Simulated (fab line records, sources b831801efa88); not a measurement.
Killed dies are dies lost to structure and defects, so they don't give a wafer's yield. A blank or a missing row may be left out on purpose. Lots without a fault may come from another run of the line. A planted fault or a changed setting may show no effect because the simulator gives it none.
One fault seen from 2 desks | flow gf180mcu | each desk has only its own numbers; what lay behind them comes last

THE METROLOGY DESK
What the gauges read, lot by lot, whatever tool the lot ran on: means of the sampled wafers that have a number. A lot is out of limits, marked OUT, if its mean lies more than 4 standard deviations from the usual mean; the brackets give that distance.
Columns: A = DUAL_GATE_OXIDATION_00_THK at GF_DUAL_GATE_THK_MEAS_03, usual 10.88 nm; B = cd_nm at GF_POLY_GATE_CD_MEAS_18, usual 280.2 nm
lot  | first seen here | A     | B
L493 | day 7 23:58     | 10.93 | 277.1
L494 | day 8 03:22     | 11.03 | 280.3
L496 | day 8 23:08     | 10.93 | 281.3
L497 | day 8 23:08     | 11.09 | 280.3
L500 | day 9 12:27     | 10.81 | 281.5
L506 | day 11 09:29    | 10.61 | 277.5
L508 | day 11 20:04    | 10.76 | 279.8
L509 | day 12 04:13    | 11.06 | 284.4
L510 | day 12 12:05    | 10.92 | 281.2
L511 | day 12 18:58    | 10.65 | 280.5
L514 | day 13 16:44    | 10.97 | 279.4
L515 | day 13 22:14    | 10.62 | 280.3
L516 | day 14 05:04    | 10.98 | 280.1
This desk's finding: nothing out of limits on any of the 13 lots.

THE TOOL OWNER'S DESK: plasma_asher-01
The tool's own readings at GF_POLY_GATE_STRIP_14 (strips in O2/N2): means of the sampled wafers that have a number, for each lot that ran on this tool. A lot is out of limits, marked OUT, if its mean lies more than 4 standard deviations from the usual mean; the brackets give that distance.
Columns: A = chamber_pressure_mTorr at GF_POLY_GATE_STRIP_14, usual 1500.1 mTorr; B = drypump_motor_current_A at GF_POLY_GATE_STRIP_14, usual 5.5 A; C = heater_power_w at GF_POLY_GATE_STRIP_14, usual 356 W; D = oes_product_au at GF_POLY_GATE_STRIP_14, usual 0.505 a.u.; E = platen_temp_c at GF_POLY_GATE_STRIP_14, usual 250.01 C
lot  | first seen here | A      | B   | C   | D     | E
L511 | day 14 16:43    | 1501.1 | 5.2 | 327 | 0.508 | 249.98
L514 | day 15 17:25    | 1499.1 | 5.3 | 338 | 0.501 | 250.12
L515 | day 15 21:13    | 1500.1 | 5.3 | 335 | 0.504 | 250.22
L516 | day 16 03:16    | 1499.3 | 5.3 | 337 | 0.510 | 250.11
This desk's finding: nothing out of limits on any of the 4 lots.

PUT TOGETHER
The metrology desk saw nothing out of limits.
The tool owner's desk saw nothing out of limits.

WHAT THE SIMULATOR HAD PUT IN
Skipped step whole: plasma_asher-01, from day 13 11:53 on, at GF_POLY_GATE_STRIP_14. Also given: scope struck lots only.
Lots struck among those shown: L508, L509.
